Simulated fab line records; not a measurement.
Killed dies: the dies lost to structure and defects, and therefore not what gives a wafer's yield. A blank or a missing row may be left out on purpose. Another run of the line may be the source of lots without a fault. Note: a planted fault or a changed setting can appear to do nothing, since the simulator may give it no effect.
fab line records	flow sky130
record: lots: 13	wafers: 39	lastDay: 50
route steps=708 shown FIELD_ISO@17 PWDE@52 NWELL@73 PAD_OPEN@708
lots that met no fault: from a run of the same line without faults
startH: the number of hours between the record's first day and the start of the first shown wafer of the lot	waitH: hours since the lot's step before	" identical to the entry in the row above	L1.1+2: a row that stands for several wafers	- no value present, or no start provided	* or withheld: withheld	< > ~ a bound
route shown NAME@n: a module of which the file shows steps, and the number in the route of the first	usual: mean and standard deviation over wafers with no fault	same: alike in all rows	chamber/n: place in a boat	sites: the reading at each site	_std_site: their standard deviation	_edge_site: the outer-site mean with the inner-site mean subtracted	radiusMm: for every site, how far away it sits from the centre of the wafer	mask NAME#n: copy n	behind: the most recent tool/chamber to have shaped the wafer	hold: why the lot went on hold/how many hours it stayed there/how the hold came to an end	device: whichever transistor did not switch (one of n, p or np)	end of line: at the end of the route, the tests of the same wafers	for a step that has no rows: nothing shown but its recipe	killed: not the wafer's yield, but the dies lost to structure and defects at the first sort	map: shows each die of a wafer: x if killed, . if not, _ if none is there
set.NAME: the setting as run; set.NAME@STEP: as run at that earlier step	model.NAME: the simulator's own value behind a step, which no gauge read
route steps across a sampled set of lots; one table per step, one row per wafer
services: from which hour (startH, from the record's first day; less than 0 if before it) a tool's chamber was out of use, for how many hours, and why
== steps ==
step: SKY_FIELD_ISO_STRIP_16
recipe: chemistry: O2/N2	powerW: 1400	pressureMtorr: 1500	platenTempC: withheld	o2FlowSccm: 3000	n2FlowSccm: 300	overashFraction: 0.5
usual: drypumpMotorCurrentA: 5.3/0.35	n2FlowSccm: 300.0/0.96	oesProductAu: 0.378/0.0052	stripTimeToEndpointS: 3.538/0.026
same: overashFraction: 0.5
lot.wafer	tool	chamber	startH	waitH	drypumpMotorCurrentA	n2FlowSccm	oesProductAu	rfHoursCounterH	stripTimeToEndpointS
L823.3	plasmaAsher-02	1	28.52	0.1	5.3	298.1	0.372	-	3.547
L823.4	"	0	"	"	6.0	300.5	0.386	-	3.528
L823.5	"	1	"	"	5.3	298.2	0.376	-	3.540
L824.3	plasmaAsher-01	0	34.92	0.1	5.5	301.5	0.382	-	3.554
L824.4	"	1	"	"	4.9	300.9	0.378	-	3.536
L824.6	"	1	"	"	4.8	300.9	0.374	-	3.516
L825.1	plasmaAsher-01	1	40.33	0.0	4.9	300.6	0.381	23	3.547
L825.2	"	0	"	"	5.5	299.9	0.373	23	3.577
L825.3	"	0	"	"	5.4	299.1	0.377	-	3.521
L826.2	plasmaAsher-01	0	44.68	0.0	5.4	299.7	0.376	23	3.521
L826.4	"	1	"	"	4.9	300.9	0.377	-	3.520
L826.5	"	1	"	"	4.9	300.6	0.375	-	3.532
L835.3	plasmaAsher-01	0	91.90	0.1	5.5	299.4	0.376	-	3.525
L835.5	"	1	"	"	4.9	300.9	0.386	-	3.545
L835.6	"	0	"	"	5.4	299.8	0.379	-	3.505
L837.1	plasmaAsher-01	1	102.42	0.0	4.9	299.9	0.379	29	3.537
L837.2	"	0	"	"	5.4	300.6	0.377	29	3.543
L837.6	"	0	"	"	5.4	300.8	0.383	-	3.538
L838.3	plasmaAsher-02	0	107.05	0.1	6.0	299.2	0.379	-	3.540
L838.5	"	0	"	"	6.0	299.8	0.371	-	3.505
L838.6	"	1	"	"	5.4	298.4	0.373	-	3.545
L840.1	plasmaAsher-01	0	117.57	0.0	5.4	300.1	0.377	31	3.548
L840.2	"	1	"	"	4.9	301.5	0.372	31	3.550
L840.6	"	0	"	"	5.4	299.8	0.371	-	3.582
L841.1	plasmaAsher-02	1	122.52	0.0	5.3	301.1	0.378	42	3.535
L841.4	"	0	"	"	6.0	298.3	0.378	-	3.530
L841.6	"	1	"	"	5.3	300.0	0.377	-	3.527
L842.2	plasmaAsher-01	0	129.18	0.0	5.4	298.4	0.384	32	3.541
L842.4	"	0	"	"	5.4	298.4	0.382	-	3.552
L842.6	"	1	"	"	4.8	298.5	0.375	-	3.538
L844.2	plasmaAsher-04	0	139.12	0.0	5.1	300.1	0.383	47	3.553
L844.5	"	1	"	"	5.3	300.2	0.374	-	3.567
L844.6	"	0	"	"	5.1	298.4	0.382	-	3.534
L845.1	plasmaAsher-01	1	142.77	0.0	4.9	301.5	0.371	33	3.521
L845.2	"	0	"	"	5.5	302.1	0.386	33	3.540
L845.6	"	1	"	"	4.9	300.2	0.379	-	3.528
L846.1	plasmaAsher-02	0	149.58	0.0	6.0	300.5	0.383	45	3.515
L846.5	"	1	"	"	5.3	300.9	0.385	-	3.506
L846.6	"	0	"	"	6.0	300.8	0.376	-	3.502
step: SKY_PWDE_OVL_MEAS_07
usual: PWDE_OVL: 1.1/1.3
lot.wafer	tool	chamber	startH	waitH	PWDE_OVL[nm]
L823.3	overlay-01	-	66.01	-	0.0
L823.4	"	-	"	"	-0.6
L823.5	"	-	"	"	1.0
L824.3	overlay-01	-	73.45	-	-1.6
L824.4	"	-	"	"	-0.2
L824.6	"	-	"	"	0.6
L825.1	overlay-01	-	83.77	-	-0.2
L825.2	"	-	"	"	1.3
L825.3	"	-	"	"	0.3
L826.2	overlay-02	-	90.57	-	2.0
L826.4	"	-	"	"	2.8
L826.5	"	-	"	"	4.6
L835.3	overlay-01	-	137.11	-	0.2
L835.5	"	-	"	"	1.2
L835.6	"	-	"	"	0.8
L837.1	overlay-02	-	148.28	-	1.7
L837.2	"	-	"	"	1.8
L837.6	"	-	"	"	1.7
L838.3	overlay-02	-	151.71	-	3.0
L838.5	"	-	"	"	4.6
L838.6	"	-	"	"	3.4
L840.1	overlay-02	-	162.50	-	2.8
L840.2	"	-	"	"	2.9
L840.6	"	-	"	"	1.9
L841.1	overlay-02	-	168.70	-	-0.4
L841.4	"	-	"	"	-1.4
L841.6	"	-	"	"	1.9
L842.2	overlay-01	-	175.79	-	0.9
L842.4	"	-	"	"	2.0
L842.6	"	-	"	"	1.6
L844.2	overlay-02	-	185.84	-	0.9
L844.5	"	-	"	"	2.1
L844.6	"	-	"	"	2.2
L845.1	overlay-01	-	191.60	-	0.4
L845.2	"	-	"	"	-0.2
L845.6	"	-	"	"	-1.6
L846.1	overlay-01	-	199.46	-	0.0
L846.5	"	-	"	"	1.1
L846.6	"	-	"	"	-0.8
step: SKY_PWDE_TW_MEAS_10
usual: PWDE_TW: 376.3/1.7
lot.wafer	tool	chamber	startH	waitH	PWDE_TW
L823.3	filmMetro-02	-	66.31	0.1	376.2
L823.4	"	-	"	"	376.7
L823.5	"	-	"	"	374.6
L824.3	filmMetro-02	-	73.76	0.1	372.3
L824.4	"	-	"	"	375.3
L824.6	"	-	"	"	374.6
L825.1	filmMetro-02	-	84.05	0.1	374.1
L825.2	"	-	"	"	374.5
L825.3	"	-	"	"	376.3
L826.2	filmMetro-02	-	90.86	0.1	373.1
L826.4	"	-	"	"	375.1
L826.5	"	-	"	"	375.7
L835.3	filmMetro-04	-	137.41	0.1	375.4
L835.5	"	-	"	"	375.0
L835.6	"	-	"	"	377.4
L837.1	filmMetro-02	-	148.57	0.1	379.4
L837.2	"	-	"	"	378.5
L837.6	"	-	"	"	375.7
L838.3	filmMetro-01	-	152.01	0.1	376.6
L838.5	"	-	"	"	375.1
L838.6	"	-	"	"	377.4
L840.1	filmMetro-02	-	162.79	0.1	379.6
L840.2	"	-	"	"	379.3
L840.6	"	-	"	"	376.5
L841.1	filmMetro-02	-	168.99	0.1	376.9
L841.4	"	-	"	"	376.3
L841.6	"	-	"	"	380.1
L842.2	filmMetro-02	-	176.08	0.1	379.5
L842.4	"	-	"	"	377.5
L842.6	"	-	"	"	380.0
L844.2	filmMetro-02	-	186.13	0.1	377.7
L844.5	"	-	"	"	376.9
L844.6	"	-	"	"	376.5
L845.1	filmMetro-04	-	191.89	0.1	379.3
L845.2	"	-	"	"	377.2
L845.6	"	-	"	"	378.2
L846.1	filmMetro-01	-	199.80	0.1	375.6
L846.5	"	-	"	"	373.8
L846.6	"	-	"	"	376.3
step: SKY_NWELL_EXPOSE_20
recipe: maskId: NWM_COMPLEMENT	na: 0.6	sourceShape: conventional	sigmaOuter: 0.6	polarization: unpolarized	targetCdNm: 840	doseMj: 260
lot.wafer	tool	chamber	startH	waitH	mask
L823.3+4+5	ilineStepper-02	0	92.43	-	NWM_COMPLEMENT#0
L824.3+4+6	ilineStepper-01	0	101.15	-	NWM_COMPLEMENT#0
L825.1+2+3	ilineStepper-01	0	111.03	-	NWM_COMPLEMENT#0
L826.2+4+5	ilineStepper-02	0	119.36	-	NWM_COMPLEMENT#0
L835.3+5+6	ilineStepper-02	0	166.49	-	NWM_COMPLEMENT_R1#0
L837.1+2+6	ilineStepper-01	0	178.57	-	NWM_COMPLEMENT#0
L838.3+5+6	ilineStepper-01	0	182.80	-	NWM_COMPLEMENT#0
L840.1+2+6	ilineStepper-02	0	194.29	-	NWM_COMPLEMENT#0
L841.1+4+6	ilineStepper-02	0	201.65	-	NWM_COMPLEMENT#0
L842.2+4+6	ilineStepper-02	0	208.43	-	NWM_COMPLEMENT#0
L844.2+5+6	ilineStepper-01	0	219.13	-	NWM_COMPLEMENT#0
L845.1+2+6	ilineStepper-02	0	224.76	-	NWM_COMPLEMENT#0
L846.1+5+6	ilineStepper-01	0	233.99	-	NWM_COMPLEMENT#0
step: SKY_PAD_OPEN_PROBE_99
usual: killed_at_M0_to_M3: 43/6.9	killed_at_M4_up: 3.1/1.8	killedAtContacts: 24/5.1	killedAtFrontEnd: 15/4.8	killedAtOther: 0.3/0.48	killedDies: 86/8.9	killedOpen: 47/6.8	killedShort: 39/6.3
same: grossDies: 492	killedAtBackSide: 0
lot.wafer	tool	chamber	startH	waitH	killed_at_M0_to_M3	killed_at_M4_up	killedAtContacts	killedAtFrontEnd	killedAtOther	killedDies	killedOpen	killedShort
L835.3	prober-02	-	1148.57	0.2	42	2	30	15	0	89	49	40
L835.5	prober-02	-	1148.67	0.2	36	5	35	9	0	85	45	40
L835.6	prober-02	-	1148.72	0.2	36	2	21	21	0	80	38	40
L837.1	prober-01	-	1163.75	0.1	30	4	26	15	1	76	37	38
L837.2	prober-01	-	1163.80	0.1	33	3	28	18	0	82	50	32
L837.6	prober-01	-	1164.00	0.2	35	1	21	17	0	74	41	31
L840.1	prober-01	-	1173.85	0.1	41	2	16	15	1	75	43	30
L840.2	prober-01	-	1173.90	0.1	47	5	23	18	0	93	50	43
L840.6	prober-01	-	1174.10	0.2	35	2	22	9	0	68	37	31
L841.1	prober-02	-	1176.27	0.1	41	3	24	13	0	81	52	28
L841.4	prober-02	-	1176.42	0.2	34	2	30	10	0	76	40	36
L841.6	prober-02	-	1176.52	0.2	44	5	29	6	1	85	47	38
L844.2	prober-01	-	1189.38	0.1	42	0	21	11	0	74	38	36
L844.5	prober-01	-	1189.53	0.2	43	3	18	17	0	81	39	42
L844.6	prober-01	-	1189.58	0.2	43	5	19	13	1	81	46	35
killed by level:class
L835.3 CONTACT:geometricParticle:open=12 VIA2:geometricParticle:open=8 VIA1:geometricParticle:open=7 VIA3:geometricParticle:open=7 FIELD_ISO:geometricParticle:short=6 LI_CONTACT:geometricParticle:open=6 METAL1:geometricParticle:short=6 CONTACT:geometricParticle:short=5
L835.5 CONTACT:geometricParticle:open=13 CONTACT:geometricParticle:short=7 VIA3:geometricParticle:open=7 VIA1:geometricParticle:open=6 LI_CONTACT:geometricParticle:open=6 FIELD_ISO:geometricParticle:open=5 LOCAL_INTERCONNECT:geometricParticle:short=5 METAL1:geometricParticle:short=5
L835.6 CONTACT:geometricParticle:open=9 VIA1:geometricParticle:open=7 FIELD_ISO:geometricParticle:short=6 VIA3:geometricParticle:open=6 METAL2:geometricParticle:short=5 CONTACT:geometricParticle:short=5 FIELD_ISO:geometricParticle:open=4 VIA3:geometricParticle:short=4
L837.1 LOCAL_INTERCONNECT:geometricParticle:short=8 FIELD_ISO:geometricParticle:open=7 VIA3:geometricParticle:open=7 LI_CONTACT:geometricParticle:open=6 CONTACT:geometricParticle:short=6 CONTACT:geometricParticle:open=6 FIELD_ISO:geometricParticle:short=4 METAL1:geometricParticle:short=4
L837.2 VIA2:geometricParticle:open=9 FIELD_ISO:geometricParticle:open=8 VIA3:geometricParticle:open=8 LI_CONTACT:geometricParticle:open=7 CONTACT:geometricParticle:short=6 LOCAL_INTERCONNECT:geometricParticle:short=6 CONTACT:geometricParticle:open=6 FIELD_ISO:geometricParticle:short=5
L837.6 CONTACT:geometricParticle:open=12 VIA1:geometricParticle:open=8 VIA2:geometricParticle:open=5 LI_CONTACT:geometricParticle:short=4 METAL2:geometricParticle:short=4 POLY_GATE:geometricParticle:short=3 METAL1:geometricParticle:short=3 VIA1:geometricParticle:short=3
L840.1 VIA1:geometricParticle:open=11 VIA3:geometricParticle:open=7 CONTACT:geometricParticle:open=6 VIA2:geometricParticle:open=6 VIA1:geometricParticle:short=5 FIELD_ISO:geometricParticle:open=4 POLY_GATE:geometricParticle:short=4 LI_CONTACT:geometricParticle:short=3
L840.2 VIA1:geometricParticle:open=16 CONTACT:geometricParticle:open=8 VIA2:geometricParticle:open=7 FIELD_ISO:geometricParticle:short=6 METAL1:geometricParticle:short=6 LI_CONTACT:geometricParticle:open=5 CONTACT:geometricParticle:short=5 METAL2:geometricParticle:short=5
L840.6 CONTACT:geometricParticle:open=11 VIA1:geometricParticle:open=7 VIA3:geometricParticle:open=6 LI_CONTACT:geometricParticle:open=5 METAL3:geometricParticle:short=5 CONTACT:geometricParticle:short=4 METAL1:geometricParticle:short=3 VIA2:geometricParticle:open=3
L841.1 VIA1:geometricParticle:open=12 CONTACT:geometricParticle:open=11 FIELD_ISO:geometricParticle:open=7 VIA3:geometricParticle:open=7 VIA2:geometricParticle:open=6 VIA1:geometricParticle:short=6 LI_CONTACT:geometricParticle:open=4 METAL1:geometricParticle:short=4
L841.4 LI_CONTACT:geometricParticle:open=9 CONTACT:geometricParticle:open=9 VIA1:geometricParticle:short=7 VIA1:geometricParticle:open=7 METAL2:geometricParticle:short=7 CONTACT:geometricParticle:short=6 VIA3:geometricParticle:open=5 FIELD_ISO:geometricParticle:open=4
L841.6 VIA1:geometricParticle:open=12 VIA2:geometricParticle:open=9 LI_CONTACT:geometricParticle:short=8 CONTACT:geometricParticle:open=8 VIA3:geometricParticle:open=6 LI_CONTACT:geometricParticle:open=5 LOCAL_INTERCONNECT:geometricParticle:short=4 METAL4:geometricParticle:short=4
L844.2 VIA1:geometricParticle:open=10 VIA2:geometricParticle:open=8 CONTACT:geometricParticle:short=6 METAL2:geometricParticle:short=6 FIELD_ISO:geometricParticle:short=5 CONTACT:geometricParticle:open=4 LI_CONTACT:geometricParticle:open=4 VIA3:geometricParticle:open=4
L844.5 VIA1:geometricParticle:open=8 LI_CONTACT:geometricParticle:open=7 VIA1:geometricParticle:short=6 POLY_GATE:geometricParticle:open=5 POLY_GATE:geometricParticle:short=5 VIA3:geometricParticle:open=5 METAL1:geometricParticle:short=4 VIA2:geometricParticle:open=4
L844.6 VIA1:geometricParticle:open=17 LI_CONTACT:geometricParticle:open=6 VIA2:geometricParticle:open=6 METAL4:geometricParticle:short=5 LOCAL_INTERCONNECT:geometricParticle:short=4 VIA1:geometricParticle:short=4 METAL2:geometricParticle:short=4 FIELD_ISO:geometricParticle:short=3
== services ==
tool	chamber	startH	hours	kind
ilineStepper-02	-	26.75	8.9	pm
plasmaAsher-02	-	34.70	21.0	repair
plasmaAsher-02	-	53.65	0.9	repair
ilineStepper-01	-	78.98	1.7	pm
plasmaAsher-01	-	95.98	4.3	pm
ilineStepper-02	0	108.91	-	calibration
plasmaAsher-04	-	109.11	1.8	repair
ilineStepper-02	-	117.26	1.7	pm
plasmaAsher-02	-	131.99	4.3	repair
plasmaAsher-04	-	178.44	7.0	repair
ilineStepper-01	0	201.52	-	calibration
plasmaAsher-04	-	206.04	1.6	repair
== key ==
firstSign: step: SKY_NWELL_EXPOSE_20	reading: mask	direction: changed
effect none on later readings
metAt SKY_NWELL_EXPOSE_20
struckLots L835
testerLeftOut L835
notActingAt SKY_FIELD_ISO_STRIP_16,SKY_PWDE_OVL_MEAS_07,SKY_PWDE_TW_MEAS_10
onsetBetween 119.36 166.49
fault: kind: wrongMask	tool: any	chamber: -	onsetH: 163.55	steps: SKY_NWELL_EXPOSE_20	auxCopy: NWM_COMPLEMENT_R1#0	cdOffsetNm: -168	scope: struckLotsOnly
testerLeftOut: of these lots the tester's yield and bins aren't shown, on N5 and GAA mostly nor the transistor test; their killed dies are dies lost to structure and defects alone, not to doping, threshold or leakage, so they don't give the yield
